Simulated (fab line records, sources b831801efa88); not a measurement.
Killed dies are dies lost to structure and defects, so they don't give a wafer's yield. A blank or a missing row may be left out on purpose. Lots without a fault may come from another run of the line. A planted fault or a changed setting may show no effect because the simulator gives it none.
fab line records | flow gf180mcu | part 2 of 2: steps 33 to 40 of 40
record lots=5 wafers=15 last_day=33
route steps=602 shown VT_IMPLANT@134 MVSD@136 NWELL@137 LVPWELL@138 MVPSD@139 DUAL_GATE@141 POLY_GATE@157
lots that met no fault: from a run of the same line without faults
start_h: hours from the record's first day to the start of the lot's first wafer shown | wait_h: hours since the lot's step before | " the same as in the row above | L1.1+2: a row that stands for several wafers | - no value, or no start given | * or withheld: withheld | < > ~ a bound
route shown NAME@n: a module of which the file shows steps, and the number in the route of the first | usual: mean/standard deviation of fault-free wafers | same: alike in all rows | chamber/n: place in a boat | sites: the reading at each site | _std_site: their standard deviation | _edge_site: outer sites' mean less inner sites' | radius_mm: how far each site lies from the wafer's centre | mask NAME#n: copy n | behind: the tool/chamber that last shaped the wafer | hold: why the lot was held/for how many hours/how that ended | device: the transistor (n, p or np) that didn't switch | end of line: the same wafers' tests at the end of the route | a step without rows: its recipe alone | killed: dies lost to structure and defects at the first sort, not the wafer's yield | map: a wafer's dies, x killed, . not, _ none there
set.NAME: the setting as run; set.NAME@STEP: as run at that earlier step | model.NAME: the simulator's own value behind a step, which no gauge read
lots at some steps of the route; a table a step, a row a wafer
services: from which hour (start_h, from the record's first day; less than 0 if before it) a tool's chamber was out of use, for how many hours, and why
## steps
# step GF_POLY_GATE_DEVELOP_09
# recipe develop_time_s=60 resist=KrF dev_temp_c=21
# same develop_time_s=60
# columns lot.wafer tool chamber start_h wait_h
L075.2+5+6 litho_track-02 0 202.94 0.2
L078.2+4+6 litho_track-04 0 221.83 0.2
L079.1+2+6 litho_track-01 0 231.89 0.2
L084.1+2+4 litho_track-01 0 268.29 0.2
L094.2+3+6 litho_track-01 0 340.46 0.2
# step GF_POLY_GATE_CD_MEAS_10
# recipe target_cd_nm=280
# usual cd_nm=280.3/1.1
# columns lot.wafer tool chamber start_h wait_h cd_nm
L075.2 cd_sem-01 - 203.09 0.1 279.6
L075.5 " - " " 280.4
L075.6 " - " " 281.2
L078.2 cd_sem-01 - 221.98 0.1 281.3
L078.4 " - " " 282.3
L078.6 " - " " 282.9
L079.1 cd_sem-01 - 232.04 0.1 282.1
L079.2 " - " " 280.6
L079.6 " - " " 280.2
L084.1 cd_sem-02 - 268.44 0.1 281.6
L084.2 " - " " 282.1
L084.4 " - " " 281.2
L094.2 cd_sem-01 - 340.69 0.2 279.1
L094.3 " - " " 279.3
L094.6 " - " " 279.0
# step GF_POLY_GATE_OVL_MEAS_11
# usual POLY_GATE_OVL=-1/4.8
# columns lot.wafer tool chamber start_h wait_h POLY_GATE_OVL[nm]
L075.2 overlay-02 - 203.19 0.1 -5
L075.5 " - " " 3
L075.6 " - " " -3
L078.2 overlay-02 - 222.08 0.1 -3
L078.4 " - " " -5
L078.6 " - " " -2
L079.1 overlay-02 - 232.16 0.1 4
L079.2 " - " " 1
L079.6 " - " " 1
L084.1 overlay-02 - 268.56 0.1 6
L084.2 " - " " 3
L084.4 " - " " 4
L094.2 overlay-01 - 340.80 0.1 1
L094.3 " - " " 11
L094.6 " - " " 7
# step GF_POLY_GATE_ETCH_12
# recipe chemistry=N2/H2 target_depth_a=withheld overetch_a=withheld time_s=withheld target=BARC ion_energy_ev=200 source_w=500 bias_w=100 pressure_mtorr=30 n2_flow_sccm=100 h2_flow_sccm=200
# usual bias_w=100.07/0.29 drypump_motor_current_A=5.8/0.43 oes_product_au=0.736/0.0048 throttle_valve_pct=13.215/0.0085
# columns lot.wafer tool chamber start_h wait_h bias_w drypump_motor_current_A oes_product_au throttle_valve_pct
L075.2 rie_diel-02 2 203.22 0.0 100.22 5.7 0.733 13.199
L075.5 " 0 " " 100.28 5.7 0.741 13.216
L075.6 " 2 " " 99.71 5.8 0.740 13.221
L078.2 rie_diel-03 2 222.11 0.0 99.54 5.4 0.740 13.212
L078.4 " 1 " " 100.20 5.9 0.730 13.226
L078.6 " 2 " " 99.80 5.4 0.731 13.206
L079.1 rie_diel-02 1 232.20 0.0 99.85 5.0 0.729 13.219
L079.2 " 2 " " 99.94 5.7 0.732 13.214
L079.6 " 1 " " 100.44 5.1 0.734 13.221
L084.1 rie_diel-04 3 268.60 0.0 99.87 5.2 0.741 13.226
L084.2 " 1 " " 100.06 6.5 0.741 13.212
L084.4 " 2 " " 100.00 5.7 0.736 13.196
L094.2 rie_diel-04 2 340.83 0.0 100.42 5.8 0.727 13.230
L094.3 " 3 " " 100.27 5.2 0.735 13.226
L094.6 " 1 " " 100.42 6.5 0.734 13.219
# step GF_POLY_GATE_ETCH_13
# recipe target=poly-Si target_depth_nm=198.5 stop_on=SiO2 over_etch_frac=0.403 chemistry=HBr/Cl2 icp_w=400 bias_w=100 pressure_mtorr=10 HBr_flow_sccm=150 Cl2_flow_sccm=50 time_s=69.6
# usual bias_w=99.97/0.27 drypump_motor_current_A=5.7/0.47 he_backside_leak_sccm=2.74/0.28 oes_product_au=0.980/0.011 throttle_valve_pct=33.684/0.0086
# columns lot.wafer tool chamber start_h wait_h bias_w drypump_motor_current_A he_backside_leak_sccm oes_product_au rf_hours_counter_h throttle_valve_pct
L075.2 rie_si-01 0 203.28 - 99.89 5.6 2.44 0.982 0 33.687
L075.5 " 1 " " 99.88 5.6 3.20 0.989 - 33.680
L075.6 " 0 " " 99.87 5.6 2.50 0.985 - 33.672
L078.2 rie_si-02 2 222.16 - 99.78 6.3 2.79 0.981 39 33.692
L078.4 " 0 " " 99.61 6.4 2.75 0.977 100 33.681
L078.6 " 0 " " 99.57 6.4 2.68 0.981 - 33.681
L079.1 rie_si-01 2 232.25 - 99.59 6.1 3.35 0.975 99 33.686
L079.2 " 0 " " 99.88 5.6 2.26 0.989 0 33.689
L079.6 " 1 " " 99.81 5.6 3.12 0.985 - 33.679
L084.1 rie_si-01 0 268.65 - 99.82 5.6 2.36 0.991 1 33.691
L084.2 " 2 " " 99.97 6.1 3.01 0.975 99 33.697
L084.4 " 3 " " 100.10 5.5 2.66 0.965 2 33.671
L094.2 rie_si-01 0 340.88 - 100.22 5.6 2.69 0.997 2 33.688
L094.3 " 1 " " 100.06 5.6 2.95 0.995 1 33.691
L094.6 " 1 " " 100.01 5.6 3.03 0.985 - 33.687
# step GF_POLY_GATE_STRIP_14
# recipe chemistry=O2/N2 power_w=1400 pressure_mtorr=1500 platen_temp_c=250 o2_flow_sccm=3000 n2_flow_sccm=300 overash_fraction=0.5
# usual drypump_motor_current_A=5.6/0.47 heater_power_w=349/41 oes_product_au=0.505/0.0043
# columns lot.wafer tool chamber start_h wait_h drypump_motor_current_A heater_power_w oes_product_au rf_hours_counter_h
L075.2 plasma_asher-02 1 203.33 0.0 5.7 418 0.502 9
L075.5 " 1 " " 5.8 418 0.508 -
L075.6 " 0 " " 5.5 333 0.511 -
L078.2 plasma_asher-04 1 222.22 0.0 5.5 350 0.499 57
L078.4 " 1 " " 5.5 352 0.504 -
L078.6 " 0 " " 6.6 279 0.502 -
L079.1 plasma_asher-04 0 232.30 0.0 6.6 291 0.503 58
L079.2 " 1 " " 5.5 347 0.508 58
L079.6 " 0 " " 6.6 291 0.506 -
L084.1 plasma_asher-04 0 268.70 0.0 6.6 289 0.510 62
L084.2 " 1 " " 5.5 356 0.509 62
L084.4 " 0 " " 6.6 289 0.512 -
L094.2 plasma_asher-03 1 340.94 0.0 5.2 332 0.502 55
L094.3 " 1 " " 5.2 335 0.504 -
L094.6 " 1 " " 5.2 331 0.502 -
# step GF_POLY_GATE_CLEAN_15
# recipe chemistry=SC1/SC2 mix=1:4:20 temp_c=70 time_s=150 dry=n2_spin
# columns lot.wafer tool chamber start_h wait_h
L075.2+5+6 wet_bench-03 2 203.43 0.1
L078.2+4+6 wet_bench-02 2 222.32 0.1
L079.1+2+6 wet_bench-02 0 232.40 0.1
L084.1+2+4 wet_bench-02 1 268.80 0.1
L094.2+3+6 wet_bench-02 1 341.04 0.1
# step GF_POLY_GATE_OXIDATION_16
# recipe temp_c=850 ambient=O2 stabilise_s=600 purge_s=300 target_thk_a=40 ox_time_s=899
# usual spike_tc_bottom_C=869.6/0.97
# columns lot.wafer tool chamber start_h wait_h spike_tc_bottom_C
L075.2 furnace-02 0 203.49 0.0 869.3
L075.5 " 0 " " 869.3
L075.6 " 0 " " 870.7
L078.2 furnace-01 0 222.37 0.0 871.2
L078.4 " 0 " " 872.1
L078.6 " 0 " " 868.0
L079.1 furnace-01 0 233.28 0.8 871.0
L079.2 " 0 " " 868.7
L079.6 " 0 " " 868.3
L084.1 furnace-02 0 268.96 0.1 869.3
L084.2 " 0 " " 871.3
L084.4 " 0 " " 869.6
L094.2 furnace-01 0 341.34 0.3 870.1
L094.3 " 0 " " 870.2
L094.6 " 0 " " 868.3
## services
# columns tool chamber start_h hours kind
krf_scanner-01 - 144.88 1.3 pm
krf_scanner-02 - 146.18 0.8 pm
iline_stepper-02 - 148.98 7.4 repair
furnace-02 - 159.63 2.7 pm
krf_scanner-01 - 165.25 0.8 pm
rie_diel-02 - 165.58 0.6 repair
krf_scanner-01 - 168.33 14.3 repair
plasma_asher-04 - 179.94 4.5 repair
wet_bench-03 - 180.74 2.5 repair
rie_si-01 - 182.33 2.8 pm
wet_bench-03 - 192.45 7.7 repair
krf_scanner-01 - 194.13 1.0 repair
krf_scanner-01 - 198.47 1.0 pm
rie_diel-02 0 208.71 5.3 repair
krf_scanner-02 - 209.90 1.3 pm
krf_scanner-01 - 212.99 2.5 repair
furnace-02 - 251.51 3.1 pm
krf_scanner-02 - 271.81 2.7 repair
krf_scanner-02 - 286.93 1.0 pm
iline_stepper-01 - 290.50 1.7 pm
furnace-02 - 305.35 3.0 pm
plasma_asher-03 - 309.45 2.0 repair
krf_scanner-02 - 314.07 0.8 pm
krf_scanner-02 - 336.82 0.2 repair
